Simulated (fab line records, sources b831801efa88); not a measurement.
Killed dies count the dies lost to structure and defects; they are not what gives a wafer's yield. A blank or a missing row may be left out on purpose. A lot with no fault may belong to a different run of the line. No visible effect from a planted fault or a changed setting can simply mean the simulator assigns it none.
2 desks looking at one fault + flow gf180mcu + numbers are kept per desk, each desk with only its own; the story behind them comes last

## THE METROLOGY DESK
Lot by lot, what the gauges showed, no matter which tool ran the lot: averages of those sampled wafers that carry a number. The brackets show how far a lot's mean lies from the usual mean; more than 4 standard deviations puts the lot out of limits, marked OUT.
Columns: A = PSD_OVL at GF_PSD_OVL_MEAS_08, usual 0.4 nm; B = NSD_RS at GF_PSD_RS_MEAS_14, usual 46.15 ohm/sq; C = PSD_RS at GF_PSD_RS_MEAS_15, usual 108.59 ohm/sq; D = M3_ALCU_THK at GF_M3_THK_MEAS_06, usual 453 nm
| lot  | first seen here | A    | B               | C               | D   |
|------|-----------------|------|-----------------|-----------------|-----|
| L836 | day 14 03:14    | 0.6  | 46.12           | 108.49          | 446 |
| L838 | day 15 07:37    | 0.8  | 46.06           | 108.46          | 455 |
| L839 | day 15 16:46    | -0.3 | 46.16           | 108.61          | 443 |
| L843 | day 16 19:35    | -0.3 | 46.12           | 108.44          | 454 |
| L845 | day 17 17:04    | -0.4 | 46.00           | 108.40          | 450 |
| L846 | day 17 21:29    | 2.3  | 45.97           | 108.27          | 457 |
| L848 | day 18 04:44    | -0.1 | 46.45           | 109.05          | 457 |
| L849 | day 18 20:23    | -0.0 | 42.81 (-30) OUT | 98.92 (-35) OUT | 440 |
| L850 | day 19 04:23    | -0.1 | 46.19           | 108.46          | 457 |
| L851 | day 19 10:22    | 0.0  | 42.79 (-31) OUT | 98.97 (-34) OUT | 445 |
| L857 | day 21 14:16    | -2.2 | 46.15           | 108.69          | 461 |
| L859 | day 22 11:50    | 0.8  | 46.05           | 108.26          | 451 |
Per this desk, out of limits: L849, L851; the first was L849, day 18 20:54 (NSD_RS at GF_PSD_RS_MEAS_14). L836, L838, L839, L843, L845, L846, L848, L850, L857, L859: within limits.

## TOOL OWNER'S DESK, rtp_anneal-01
The tool's own readings at GF_PSD_RTA_13 (time 20 s): means of the sampled wafers that have a number, for each lot that ran on this tool. The brackets show how far a lot's mean lies from the usual mean; more than 4 standard deviations puts the lot out of limits, marked OUT.
Columns: A = chamber_o2_ppm at GF_PSD_RTA_13, usual 1.995; B = lamp_power_pct at GF_PSD_RTA_13, usual 36.2 %; C = wafer_temp_C_max at GF_PSD_RTA_13, usual 1029.1
| lot  | first seen here | A     | B    | C                |
|------|-----------------|-------|------|------------------|
| L838 | day 15 08:01    | 1.992 | 35.2 | 1030.6           |
| L839 | day 15 17:10    | 2.011 | 35.2 | 1031.4           |
| L846 | day 17 21:54    | 2.002 | 35.2 | 1030.5           |
| L848 | day 18 05:07    | 2.002 | 35.2 | 1031.8           |
| L849 | day 18 20:48    | 1.995 | 37.4 | 1055.0 (+17) OUT |
| L851 | day 19 10:46    | 2.012 | 37.4 | 1054.2 (+17) OUT |
Finding of this desk: L849, L851 out of limits; the first was L849 at day 18 20:48, on wafer_temp_C_max at GF_PSD_RTA_13. L838, L839, L846, L848: within limits.

## TAKEN TOGETHER
The tool owner's desk had the chance to raise an alarm at day 18 20:48 on L849, L851.
Metrology desk: alarm possible at day 18 20:54 on L849, L851.
All the named lots went through GF_PSD_RTA_13 on rtp_anneal-01.

## WHAT THE SIMULATOR PUT IN
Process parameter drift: rtp_anneal-01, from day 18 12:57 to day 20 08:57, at GF_PSD_RTA_13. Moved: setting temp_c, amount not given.
Lots struck among those shown: L849, L851.
Counting hours from when the fault started, the first reading out of limits came at 8 for the tool owner's desk and at 8 for the metrology desk.
